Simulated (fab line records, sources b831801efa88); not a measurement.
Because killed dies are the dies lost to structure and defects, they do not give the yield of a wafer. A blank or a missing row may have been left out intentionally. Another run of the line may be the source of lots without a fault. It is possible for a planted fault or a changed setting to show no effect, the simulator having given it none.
fab line records ; flow sky130 ; part 2 of 2: steps 28 to 37 of 37
record lots=5; wafers=15; last-day=49
route steps=708 shown POLY_GATE@233 LDD_N@237 LDD_P@255 LDD_HVN@267
lots that met no fault: from a run of the same line without faults
start-h: hours from the record's first day to the start of the lot's first wafer shown ; wait-h: hours from the lot's prior step to this one ; " identical to the entry in the row above ; L1.1+2: several wafers, shown together as one row ; - no value present, or no start provided ; * or withheld: withheld ; < > ~ a bound
route shown NAME@n: NAME is a module with steps in the file, n the number in the route of the first one ; usual: mean and standard deviation over wafers with no fault ; same: alike in all rows ; chamber/n: place in a boat ; sites: per-site readings ; _std_site: the standard deviation of these ; _edge_site: outer sites' mean less inner sites' ; radius-mm: for every site, how far away it sits from the centre of the wafer ; mask NAME#n: copy n ; behind: the tool/chamber that last shaped the wafer ; hold: what put the lot on hold/how long, in hours/how the hold closed ; device: transistor that didn't switch, given as n, p or np ; end of line: the route-end tests of the same wafers ; step lacking rows: just its recipe ; killed: dies lost to structure and defects at the first sort, not the wafer's yield ; map: the dies of a wafer, with x for killed, . for not killed, _ for no die there
set.NAME: the run value of the setting; set.NAME@STEP: its run value at that earlier step ; model.NAME: the simulator's own value behind a step, which no gauge read
a table for each step, a row for each wafer; lots at some steps of the route
services: when a tool's chamber went out of use (start-h, in hours from the record's first day, below 0 if earlier), for how many hours, and the reason
## steps
# step SKY_LDD_P_PEB_05
# recipe temp-c=withheld; time-s=*; resist=NOVOLAK
# usual resist-line-temp-C=*
lot.wafer;tool;chamber;start-h;wait-h;resist-line-temp-C
L074.1;litho-track-01;0;-;-;*
L074.2;litho-track-01;0;-;-;*
L074.4;litho-track-01;0;-;-;*
L077.2;litho-track-01;0;-;-;*
L077.3;litho-track-01;0;-;-;*
L077.6;litho-track-01;0;-;-;*
L085.4;litho-track-01;0;-;-;*
L085.5;litho-track-01;0;-;-;*
L085.6;litho-track-01;0;-;-;*
L086.1;litho-track-01;0;-;-;*
L086.2;litho-track-01;0;-;-;*
L086.5;litho-track-01;0;-;-;*
L089.2;litho-track-01;0;-;-;*
L089.3;litho-track-01;0;-;-;*
L089.5;litho-track-01;0;-;-;*
# step SKY_LDD_P_DEVELOP_06
# recipe resist=NOVOLAK; developer=TMAH; develop-time-s=60; dev-temp-c=23
# usual resist-line-temp-C=22.98/0.11
lot.wafer;tool;chamber;start-h;wait-h;resist-line-temp-C
L074.1;litho-track-01;0;429.93;0.1;22.84
L074.2;litho-track-01;0;429.93;0.1;22.72
L074.4;litho-track-01;0;429.93;0.1;22.84
L077.2;litho-track-01;0;457.06;0.1;23.03
L077.3;litho-track-01;0;457.06;0.1;23.05
L077.6;litho-track-01;0;457.06;0.1;23.07
L085.4;litho-track-01;0;555.76;0.1;22.97
L085.5;litho-track-01;0;555.76;0.1;23.13
L085.6;litho-track-01;0;555.76;0.1;22.84
L086.1;litho-track-01;0;557.73;0.1;23.10
L086.2;litho-track-01;0;557.73;0.1;22.80
L086.5;litho-track-01;0;557.73;0.1;22.77
L089.2;litho-track-01;0;568.31;0.1;23.09
L089.3;litho-track-01;0;568.31;0.1;23.15
L089.5;litho-track-01;0;568.31;0.1;23.08
# step SKY_LDD_P_CD_MEAS_07
# recipe target-cd-nm=380
# usual cd-nm=381.1/1.9
lot.wafer;tool;chamber;start-h;wait-h;cd-nm
L074.1;cd-sem-02;-;430.08;0.1;382.5
L074.2;cd-sem-02;-;430.08;0.1;381.3
L074.4;cd-sem-02;-;430.08;0.1;381.2
L077.2;cd-sem-01;-;457.20;0.1;381.2
L077.3;cd-sem-01;-;457.20;0.1;378.8
L077.6;cd-sem-01;-;457.20;0.1;381.9
L085.4;cd-sem-02;-;555.89;0.1;380.5
L085.5;cd-sem-02;-;555.89;0.1;379.5
L085.6;cd-sem-02;-;555.89;0.1;379.7
L086.1;cd-sem-02;-;557.88;0.1;380.4
L086.2;cd-sem-02;-;557.88;0.1;384.1
L086.5;cd-sem-02;-;557.88;0.1;380.0
L089.2;cd-sem-02;-;568.45;0.1;382.9
L089.3;cd-sem-02;-;568.45;0.1;382.2
L089.5;cd-sem-02;-;568.45;0.1;381.9
# step SKY_LDD_P_OVL_MEAS_08
# usual LDD_P_OVL=-2.1/1.3
lot.wafer;tool;chamber;start-h;wait-h;LDD_P_OVL[nm]
L074.1;overlay-02;-;430.20;0.1;0.3
L074.2;overlay-02;-;430.20;0.1;-0.3
L074.4;overlay-02;-;430.20;0.1;-0.4
L077.2;overlay-02;-;457.31;0.1;-3.1
L077.3;overlay-02;-;457.31;0.1;-2.2
L077.6;overlay-02;-;457.31;0.1;-3.1
L085.4;overlay-02;-;555.97;0.1;-1.7
L085.5;overlay-02;-;555.97;0.1;-1.7
L085.6;overlay-02;-;555.97;0.1;-2.2
L086.1;overlay-02;-;558.00;0.1;-2.3
L086.2;overlay-02;-;558.00;0.1;-3.9
L086.5;overlay-02;-;558.00;0.1;-2.8
L089.2;overlay-01;-;568.56;0.1;-3.9
L089.3;overlay-01;-;568.56;0.1;-0.5
L089.5;overlay-01;-;568.56;0.1;-0.7
# step SKY_LDD_P_IMPLANT_09
# recipe species=BF2; energy-kev=25; dose-cm2=1e+13; tilt-deg=withheld
lot.wafer;tool;chamber;start-h;wait-h
L074.1+2+4;implanter-01;0;430.24;0.0
L077.2+3+6;implanter-04;0;457.36;0.0
L085.4+5+6;implanter-04;0;556.06;0.1
L086.1+2+5;implanter-01;0;558.04;0.0
L089.2+3+5;implanter-03;0;568.61;0.0
# step SKY_LDD_P_STRIP_10
# recipe chemistry=O2/N2; power-w=1400; pressure-mtorr=1500; platen-temp-c=withheld; o2-flow-sccm=3000; n2-flow-sccm=300; overash-fraction=0.5
# usual drypump-motor-current-A=5.76/0.24; oes-product-au=0.716/0.0044; strip-time-to-endpoint-s=14.18/0.042
lot.wafer;tool;chamber;start-h;wait-h;drypump-motor-current-A;oes-product-au;rf-hours-counter-h;strip-time-to-endpoint-s
L074.1;plasma-asher-02;0;430.39;0.1;5.64;0.710;30;14.17
L074.2;plasma-asher-02;1;430.39;0.1;5.50;0.720;30;14.16
L074.4;plasma-asher-02;0;430.39;0.1;5.65;0.708;-;14.17
L077.2;plasma-asher-02;1;457.49;0.1;5.48;0.715;32;14.15
L077.3;plasma-asher-02;0;457.49;0.1;5.64;0.719;-;14.17
L077.6;plasma-asher-02;1;457.49;0.1;5.49;0.707;-;14.19
L085.4;plasma-asher-02;0;556.17;0.1;5.63;0.710;-;14.25
L085.5;plasma-asher-02;0;556.17;0.1;5.65;0.719;-;14.26
L085.6;plasma-asher-02;1;556.17;0.1;5.49;0.719;-;14.23
L086.1;plasma-asher-01;1;558.19;0.1;5.86;0.714;12;14.18
L086.2;plasma-asher-01;0;558.19;0.1;5.60;0.712;12;14.15
L086.5;plasma-asher-01;0;558.19;0.1;5.60;0.713;-;14.10
L089.2;plasma-asher-04;0;568.74;0.1;6.22;0.716;76;14.24
L089.3;plasma-asher-04;0;568.74;0.1;6.24;0.717;-;14.21
L089.5;plasma-asher-04;1;568.74;0.1;5.78;0.719;-;14.22
# step SKY_LDD_P_TW_MEAS_11
# usual LDD_P_TW=639/6.2
lot.wafer;tool;chamber;start-h;wait-h;LDD_P_TW
L074.1;film-metro-01;-;430.49;0.1;649
L074.2;film-metro-01;-;430.49;0.1;645
L074.4;film-metro-01;-;430.49;0.1;648
L077.2;film-metro-03;-;457.60;0.1;640
L077.3;film-metro-03;-;457.60;0.1;643
L077.6;film-metro-03;-;457.60;0.1;643
L085.4;film-metro-03;-;556.27;0.1;646
L085.5;film-metro-03;-;556.27;0.1;645
L085.6;film-metro-03;-;556.27;0.1;639
L086.1;film-metro-01;-;558.29;0.1;643
L086.2;film-metro-01;-;558.29;0.1;641
L086.5;film-metro-01;-;558.29;0.1;644
L089.2;film-metro-04;-;568.85;0.1;630
L089.3;film-metro-04;-;568.85;0.1;631
L089.5;film-metro-04;-;568.85;0.1;634
# step SKY_LDD_HVN_DEHYDRATE_00
# recipe temp-c=200; time-s=60
# usual resist-line-temp-C=23.00/0.11
lot.wafer;tool;chamber;start-h;wait-h;resist-line-temp-C
L074.1;litho-track-04;0;444.72;14.2;23.04
L074.2;litho-track-04;0;444.72;14.2;23.23
L074.4;litho-track-04;0;444.72;14.2;23.18
L077.2;litho-track-04;0;471.90;14.3;23.03
L077.3;litho-track-04;0;471.90;14.3;22.91
L077.6;litho-track-04;0;471.90;14.3;22.98
L085.4;litho-track-01;0;570.56;14.3;23.00
L085.5;litho-track-01;0;570.56;14.3;22.97
L085.6;litho-track-01;0;570.56;14.3;22.97
L086.1;litho-track-01;0;572.63;14.3;22.86
L086.2;litho-track-01;0;572.63;14.3;22.86
L086.5;litho-track-01;0;572.63;14.3;22.93
L089.2;litho-track-04;0;583.80;14.9;22.85
L089.3;litho-track-04;0;583.80;14.9;22.83
L089.5;litho-track-04;0;583.80;14.9;22.71
# step SKY_LDD_HVN_HMDS_01
# recipe prime-time-s=60; prime-temp-c=120
# usual resist-line-temp-C=22.99/0.09
lot.wafer;tool;chamber;start-h;wait-h;resist-line-temp-C
L074.1;litho-track-04;0;444.87;0.1;22.89
L074.2;litho-track-04;0;444.87;0.1;22.97
L074.4;litho-track-04;0;444.87;0.1;23.00
L077.2;litho-track-04;0;472.05;0.1;23.10
L077.3;litho-track-04;0;472.05;0.1;22.96
L077.6;litho-track-04;0;472.05;0.1;22.93
L085.4;litho-track-01;0;570.71;0.1;22.99
L085.5;litho-track-01;0;570.71;0.1;22.90
L085.6;litho-track-01;0;570.71;0.1;22.95
L086.1;litho-track-01;0;572.78;0.1;23.00
L086.2;litho-track-01;0;572.78;0.1;23.02
L086.5;litho-track-01;0;572.78;0.1;22.94
L089.2;litho-track-04;0;583.95;0.1;22.94
L089.3;litho-track-04;0;583.95;0.1;22.80
L089.5;litho-track-04;0;583.95;0.1;22.95
# step SKY_LDD_HVN_COAT_02
# recipe resist=NOVOLAK; spin-rpm=3000; resist-thk-nm=300
# usual resist-line-temp-C=22.96/0.1
lot.wafer;tool;chamber;start-h;wait-h;resist-line-temp-C
L074.1;litho-track-04;0;445.02;0.1;22.84
L074.2;litho-track-04;0;445.02;0.1;22.85
L074.4;litho-track-04;0;445.02;0.1;23.05
L077.2;litho-track-04;0;472.20;0.1;23.29
L077.3;litho-track-04;0;472.20;0.1;22.98
L077.6;litho-track-04;0;472.20;0.1;23.18
L085.4;litho-track-01;0;570.86;0.1;22.95
L085.5;litho-track-01;0;570.86;0.1;23.12
L085.6;litho-track-01;0;570.86;0.1;22.97
L086.1;litho-track-01;0;572.93;0.1;22.97
L086.2;litho-track-01;0;572.93;0.1;23.17
L086.5;litho-track-01;0;572.93;0.1;23.07
L089.2;litho-track-04;0;584.10;0.1;22.99
L089.3;litho-track-04;0;584.10;0.1;22.96
L089.5;litho-track-04;0;584.10;0.1;23.06
## services
tool;chamber;start-h;hours;kind
iline-stepper-01;-;347.74;28.9;pm
implanter-04;-;357.79;5.9;repair
plasma-asher-02;-;364.09;1.0;repair
iline-stepper-02;-;367.50;9.8;repair
iline-stepper-01;-;377.34;4.4;pm
iline-stepper-02;-;378.00;1.0;repair
iline-stepper-02;-;381.88;1.7;pm
plasma-asher-02;-;382.40;2.8;pm
furnace-01;-;389.38;4.7;pm
implanter-02;-;402.61;3.3;pm
plasma-asher-03;-;402.84;3.4;repair
wet-bench-03;-;415.02;34.4;pm
plasma-asher-01;-;421.35;9.0;pm
iline-stepper-01;-;426.35;1.1;repair
implanter-01;-;442.35;2.9;pm
plasma-asher-01;-;446.51;1.3;repair
iline-stepper-02;-;463.91;5.1;repair
furnace-01;-;464.74;3.4;pm
iline-stepper-02;-;469.52;1.7;repair
implanter-04;-;483.89;8.7;repair
implanter-04;-;487.79;1.8;repair
iline-stepper-01;-;492.19;1.7;pm
furnace-02;-;503.95;2.6;pm
implanter-02;-;518.96;2.6;repair
